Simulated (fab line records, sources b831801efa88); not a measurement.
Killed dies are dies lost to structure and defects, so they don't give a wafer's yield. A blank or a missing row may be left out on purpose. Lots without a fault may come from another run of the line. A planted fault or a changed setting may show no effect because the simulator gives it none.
Which tool did it? | flow sky130 | 14 lots, 42 wafers sampled, at 5 steps of a route of 708

WHAT THE GAUGES READ, wafer by wafer
SKY_LDD_P_TW_MEAS_11. Usual: LDD_P_TW 626, standard deviation 6.9.
lot  | measured     | on            | LDD_P_TW    | flag
L987 | day 20 21:37 | film_metro-03 | 629 628 629 |
L989 | day 20 23:39 | film_metro-04 | 622 616 622 |
L988 | day 21 03:43 | film_metro-01 | 635 640 638 |
L991 | day 21 15:57 | film_metro-01 | 637 639 638 |
L990 | day 21 16:26 | film_metro-03 | 624 625 626 |
L992 | day 21 17:25 | film_metro-03 | 627 627 627 |
L993 | day 22 06:10 | film_metro-03 | 630 628 630 |
L995 | day 23 05:44 | film_metro-03 | 627 628 629 |
L100 | day 24 19:19 | film_metro-04 | 618 615 616 |
L102 | day 25 01:48 | film_metro-01 | 635 631 633 |
L106 | day 26 05:45 | film_metro-03 | 627 626 625 |
L108 | day 26 18:02 | film_metro-03 | 628 625 622 |
L107 | day 26 20:40 | film_metro-04 | 619 619 621 |
L109 | day 26 23:43 | film_metro-04 | 623 620 620 |

SKY_LDD_HVN_TW_MEAS_10. Usual: LDD_HVN_TW 1425, standard deviation 8.5.
lot  | measured     | on            | LDD_HVN_TW     | flag
L987 | day 22 04:13 | film_metro-02 | 1417 1420 1428 |
L989 | day 22 05:53 | film_metro-02 | 1412 1420 1414 |
L988 | day 22 09:30 | film_metro-02 | 1421 1424 1423 |
L991 | day 22 22:39 | film_metro-03 | 1421 1431 1423 |
L990 | day 22 23:01 | film_metro-03 | 1428 1426 1429 |
L992 | day 22 23:51 | film_metro-02 | 1413 1414 1422 |
L993 | day 23 12:30 | film_metro-02 | 1434 1428 1424 |
L995 | day 24 11:40 | film_metro-02 | 1418 1421 1416 |
L100 | day 26 01:34 | film_metro-01 | 1440 1437 1444 |
L102 | day 26 07:39 | film_metro-01 | 1441 1439 1436 |
L106 | day 27 10:45 | film_metro-01 | 1423 1421 1429 |
L108 | day 27 22:44 | film_metro-01 | 1427 1422 1432 |
L107 | day 28 01:42 | film_metro-01 | 1445 1440 1443 |
L109 | day 28 04:17 | film_metro-02 | 1432 1427 1430 |

SKY_LDD_LDN_TW_MEAS_13. Usual: LDD_LDN_TW 1453, standard deviation 11.
lot  | measured     | on            | LDD_LDN_TW     | flag
L987 | day 24 16:21 | film_metro-03 | 1455 1456 1454 |
L989 | day 24 18:42 | film_metro-04 | 1433 1442 1441 |
L988 | day 24 21:08 | film_metro-03 | 1461 1455 1459 |
L991 | day 25 11:15 | film_metro-02 | 1478 1474 1471 |
L990 | day 25 11:19 | film_metro-03 | 1454 1462 1467 |
L992 | day 25 12:26 | film_metro-03 | 1450 1454 1454 |
L993 | day 26 00:32 | film_metro-02 | 1460 1461 1464 |
L995 | day 26 23:52 | film_metro-02 | 1460 1467 1455 |
L100 | day 28 12:27 | film_metro-02 | 1351 1350 1353 | OFF
L102 | day 28 17:23 | film_metro-04 | 1318 1318 1317 | OFF
L106 | day 29 20:32 | film_metro-04 | 1444 1445 1439 |
L108 | day 30 06:38 | film_metro-04 | 1447 1446 1440 |
L107 | day 30 10:03 | film_metro-04 | 1452 1443 1453 |
L109 | day 30 12:03 | film_metro-03 | 1455 1450 1453 |

WHICH TOOL RAN EACH LOT (tool, then ch and the chambers of the sampled wafers, then the start)
lot  | SKY_LDD_LDN_IMPLANT_10          | SKY_LDD_LDN_STRIP_12
L987 | implanter-01 ch 0, day 24 15:58 | plasma_asher-01 ch 0,1, day 24 16:14
L989 | implanter-01 ch 0, day 24 18:18 | plasma_asher-02 ch 0,1, day 24 18:36
L988 | implanter-03 ch 0, day 24 20:44 | plasma_asher-01 ch 0,1, day 24 21:02
L991 | implanter-01 ch 0, day 25 10:51 | plasma_asher-01 ch 0,1, day 25 11:09
L990 | implanter-04 ch 0, day 25 10:53 | plasma_asher-02 ch 0,1, day 25 11:13
L992 | implanter-03 ch 0, day 25 12:02 | plasma_asher-01 ch 0,1, day 25 12:20
L993 | implanter-04 ch 0, day 26 00:08 | plasma_asher-01 ch 1, day 26 00:26
L995 | implanter-01 ch 0, day 26 23:28 | plasma_asher-01 ch 0,1, day 26 23:45
L100 | implanter-04, day 28 12:04      | plasma_asher-01 ch 0, day 28 12:20
L102 | implanter-03, day 28 16:59      | plasma_asher-02 ch 0,1, day 28 17:17
L106 | implanter-03 ch 0, day 29 20:08 | plasma_asher-03 ch 0,1, day 29 20:26
L108 | implanter-01 ch 0, day 30 06:16 | plasma_asher-02 ch 0,1, day 30 06:32
L107 | implanter-01 ch 0, day 30 09:39 | plasma_asher-01 ch 0,1, day 30 09:57
L109 | implanter-01 ch 0, day 30 11:40 | plasma_asher-02 ch 0, day 30 11:56
- SKY_LDD_LDN_IMPLANT_10
- SKY_LDD_LDN_STRIP_12: strips in O2/N2.

WHAT THE TOOLS THEMSELVES READ (means of the sampled wafers that have a number; where no wafer has one, the mark that the record gives instead)
SKY_LDD_LDN_IMPLANT_10. Usual: beam_energy_keV 14.999, standard deviation 0.0049; beam_on_s 10.00 s, standard deviation 0.2.
lot  | tool         | beam_energy_keV | beam_on_s (s) | flag
L987 | implanter-01 | 14.996          | 10.04         |
L989 | implanter-01 | 14.999          | 9.94          |
L988 | implanter-03 | 14.999          | 10.06         |
L991 | implanter-01 | 14.998          | 10.13         |
L990 | implanter-04 | 14.998          | 9.93          |
L992 | implanter-03 | 14.998          | 9.83          |
L993 | implanter-04 | 15.003          | 10.21         |
L995 | implanter-01 | 15.001          | 10.27         |
L100 | implanter-04 | -               | -             | OFF
L102 | implanter-03 | -               | -             | OFF
L106 | implanter-03 | 14.997          | 10.19         |
L108 | implanter-01 | 15.006          | 9.80          |
L107 | implanter-01 | 14.998          | 9.82          |
L109 | implanter-01 | 14.998          | 10.12         |

SKY_LDD_LDN_STRIP_12. Usual: drypump_motor_current_A 5.7 A, standard deviation 0.57; oes_product_au 0.715 a.u., standard deviation 0.0049; strip_time_to_endpoint_s 14.17 s, standard deviation 0.034.
lot  | tool            | drypump_motor_current_A (A) | oes_product_au (a.u.) | strip_time_to_endpoint_s (s) | flag
L987 | plasma_asher-01 | 5.2                         | 0.711                 | 14.19                        |
L989 | plasma_asher-02 | 6.0                         | 0.714                 | 14.17                        |
L988 | plasma_asher-01 | 5.5                         | 0.718                 | 14.14                        |
L991 | plasma_asher-01 | 5.2                         | 0.720                 | 14.15                        |
L990 | plasma_asher-02 | 6.3                         | 0.709                 | 14.19                        |
L992 | plasma_asher-01 | 5.5                         | 0.711                 | 14.14                        |
L993 | plasma_asher-01 | 4.9                         | 0.717                 | 14.16                        |
L995 | plasma_asher-01 | 5.2                         | 0.713                 | 14.16                        |
L100 | plasma_asher-01 | 5.8                         | 0.717                 | 14.18                        |
L102 | plasma_asher-02 | 6.3                         | 0.711                 | 14.17                        |
L106 | plasma_asher-03 | 5.8                         | 0.711                 | 14.24                        |
L108 | plasma_asher-02 | 6.0                         | 0.718                 | 14.18                        |
L107 | plasma_asher-01 | 5.5                         | 0.711                 | 14.18                        |
L109 | plasma_asher-02 | 6.7                         | 0.713                 | 14.15                        |

THE ANSWER, worked out from the rows above alone
Rule: a lot is off if the mean of its wafers that have a number lies more than 3 standard deviations from the usual mean. A lot without any number at a reading at which 4 lots or more have one is off too. The other lots that the step has rows for count as sound. The gauges are gone through in route order, then the tools' own readings, and for those a lot's mean is taken as printed above. The first step at which some lot is off is used, and at that step the reading that is off furthest; a lot without a number counts as furthest.
Off: L100, L102, at SKY_LDD_LDN_TW_MEAS_13 (LDD_LDN_TW).
A tool fits if, at a process step before that reading, it ran every lot that is off, and no sound lot after the first of them. The gauges at SKY_LDD_LDN_TW_MEAS_13 aren't tried: what is off there is off at SKY_LDD_LDN_IMPLANT_10 too, on other tools, and a gauge's error can't cause that. None of those tried fits.

WHAT THE SIMULATOR HAD PUT IN
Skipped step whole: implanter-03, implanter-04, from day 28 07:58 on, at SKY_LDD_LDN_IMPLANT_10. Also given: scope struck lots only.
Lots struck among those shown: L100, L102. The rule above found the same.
